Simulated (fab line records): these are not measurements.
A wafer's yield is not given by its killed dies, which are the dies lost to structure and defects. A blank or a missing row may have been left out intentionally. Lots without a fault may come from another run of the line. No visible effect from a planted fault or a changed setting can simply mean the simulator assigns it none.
A lot that was struck, set against a sound lot    flow sky130    43 out of 708 route steps
Sound: wafers L334.1, L334.2, L334.3. The struck wafers were L349.2, L349.3, L349.6. At the end, the cause is stated.
Per side, at each step with rows, come the tool, then ch with its chambers, and then its first start. Under that, the readings that differ: sound wafers    struck wafers    difference of the means    sigmas: that difference in standard deviations of wafers without a fault.
alike: words and numbers the same on both sides, and readings whose means are apart by under 2 such deviations; not compared: readings that were withheld, readings missing a value for some wafer, numbers with overlapping values and no deviation given by the record, and bounds like >300 which may hide the same value.
The two part at a step that has a row with sigmas, a row that says differs or no value, or rows on one side only. Non-overlapping numbers with no deviation appear without sigmas and do not part them. A reading that every wafer of one side lacks parts them only if that side has two wafers or more.

first, 5 steps without rows for these wafers: SKY_GATE_OXIDE_COAT_05 (resist thk 1140 nm); SKY_GATE_OXIDE_SOFTBAKE_06 (time 60 s); SKY_GATE_OXIDE_EXPOSE_07 (exposes mask LVOM, target cd 600 nm); SKY_GATE_OXIDE_PEB_08; SKY_GATE_OXIDE_DEVELOP_09 (develop time 60 s).
SKY_GATE_OXIDE_OVL_MEAS_10:
  struck on overlay-01, day 20 17:08; sound on overlay-01, day 15 03:14
  alike: GATE_OXIDE_OVL
then, 3 steps without rows for these wafers: SKY_GATE_OXIDE_IMPLANT_11; SKY_GATE_OXIDE_WET_ETCH_12 (etches SiO2 in dHF, target depth 16.8 nm, time 336 s); SKY_GATE_OXIDE_STRIP_13 (strips in O2/N2).
SKY_GATE_OXIDE_TW_MEAS_14:
  struck on film metro-01, day 20 17:32; sound on film metro-01, day 15 03:38
  alike: GATE_OXIDE_TW
then, 2 steps without rows for these wafers: SKY_GATE_OXIDE_CLEAN_15 (cleans in SC1/SC2, time 150 s); SKY_GATE_OXIDE_OXIDATION_16 (stabilise 600 s, purge 300 s, target thk 3.57 nm).
SKY_POLY_GATE_CVD_00: deposits poly-Si, target thk 180 nm, time 720 s.
  sound on lpcvd-01 ch 0, day 15 05:17; struck on lpcvd-01 ch 0, day 20 19:10
  alike: spike tc top C
SKY_POLY_GATE_THK_MEAS_01:
  struck on film metro-03, day 20 20:23; sound on film metro-01, day 15 07:05
  alike: POLY_GATE_CVD_00_THK
then, 8 steps without rows for these wafers: SKY_RES_PROTECT_DEHYDRATE_00 (time 60 s); SKY_RES_PROTECT_HMDS_01 (prime time 60 s); SKY_RES_PROTECT_COAT_02 (resist thk 1140 nm); SKY_RES_PROTECT_SOFTBAKE_03 (time 60 s); SKY_RES_PROTECT_EXPOSE_04 (exposes mask RPM, target cd 1270 nm); SKY_RES_PROTECT_PEB_05; SKY_RES_PROTECT_DEVELOP_06 (develop time 60 s); SKY_POLY_GATE_IMPLANT_02.
SKY_RES_PROTECT_STRIP_07: strips in O2/N2.
  sound on plasma asher-01 ch 0,1, day 16 11:55; struck on plasma asher-04 ch 0,1, day 22 04:16
  alike: drypump motor current A, oes product au, strip time to endpoint s
  not compared: rf hours counter h
SKY_RES_PROTECT_TW_MEAS_08:
  struck on film metro-03, day 22 04:23; sound on film metro-02, day 16 12:01
  alike: POLY_GATE_TW
then, 2 steps without rows for these wafers: SKY_RES_PROTECT_CLEAN_09 (cleans in SC1/SC2, time 150 s); SKY_POLY_GATE_CVD_03 (deposits Si3N4 from DCS/NH3, target thk 75 nm, time 1290 s).
SKY_POLY_GATE_THK_MEAS_04:
  struck on film metro-04, day 22 05:51; sound on film metro-01, day 16 13:29
  alike: POLY_GATE_CVD_03_THK
then, 8 steps without rows for these wafers: SKY_POLY_GATE_DEHYDRATE_05 (time 60 s); SKY_POLY_GATE_HMDS_06 (prime time 60 s); SKY_POLY_GATE_COAT_07 (resist thk 110 nm); SKY_POLY_GATE_COAT_08 (resist thk 450 nm); SKY_POLY_GATE_SOFTBAKE_09 (time 90 s); SKY_POLY_GATE_EXPOSE_10 (exposes mask P1M, target cd 150 nm); SKY_POLY_GATE_PEB_11; SKY_POLY_GATE_DEVELOP_12 (develop time 60 s).
SKY_POLY_GATE_CD_MEAS_13: target cd 150 nm.
  struck on cd sem-02, day 23 11:36; sound on cd sem-02, day 17 18:20
  alike: cd nm
SKY_POLY_GATE_OVL_MEAS_14:
  struck on overlay-02, day 23 11:43; sound on overlay-02, day 17 18:27
  alike: POLY_GATE_OVL
SKY_POLY_GATE_ETCH_15: etches BARC in N2/H2, stops on SiO2, time 118.5 s, target depth 110 nm.
  sound on rie diel-04 ch 1,2,3, day 17 18:29; struck on rie diel-02 ch 1,3, day 23 11:44
  alike: drypump motor current A, oes product au, throttle valve pct
  not compared: rf hours counter h
SKY_POLY_GATE_ETCH_16: etches Si3N4 in CH3F/O2, stops on poly-Si, time 147.5 s, target depth 75 nm.
  sound on rie diel-04 ch 1,2,3, day 17 18:34; struck on rie diel-02 ch 1,3, day 23 11:49
  alike: ch3f flow sccm, drypump motor current A, oes product au, throttle valve pct
  not compared: rf hours counter h
SKY_POLY_GATE_ETCH_17: etches poly-Si in HBr/Cl2, stops on SiO2, target depth 180 nm, time 70.5 s.
  sound on rie si-01 ch 0,1,2, day 17 18:40; struck on rie si-01 ch 0,1,3, day 23 11:55
  alike: drypump motor current A, oes product au, throttle valve pct
  not compared: rf hours counter h
SKY_POLY_GATE_STRIP_18: strips in O2/N2.
  sound on plasma asher-04 ch 0,1, day 17 18:44; struck on plasma asher-04 ch 0,1, day 23 11:59
  alike: drypump motor current A, oes product au, strip time to endpoint s
  not compared: rf hours counter h
then, 1 step without rows for these wafers: SKY_POLY_GATE_CLEAN_19 (cleans in SC1/SC2, time 150 s).
-- the record jumps here: 27 days lie between the struck wafers' starts before and after (it left off in module POLY_GATE and takes up again in module PAD_OPEN, whose first step shown is number 708 of the route) --
SKY_PAD_OPEN_PROBE_99:
  struck on prober-02, day 50 04:02; sound on prober-01, day 46 15:53
reading              sound     struck       difference  sigmas
killed at front end  16 16 12  72 69 72     +56         +13
killed dies          87 80 73  136 133 127  +52         +6
  alike: killed_at_M0_to_M3, killed_at_M4_up, killed at contacts, killed at other, killed open, killed short

## WHERE THEY PART
SKY_PAD_OPEN_PROBE_99 only, going by this record.

WHY: the cause the simulator had injected
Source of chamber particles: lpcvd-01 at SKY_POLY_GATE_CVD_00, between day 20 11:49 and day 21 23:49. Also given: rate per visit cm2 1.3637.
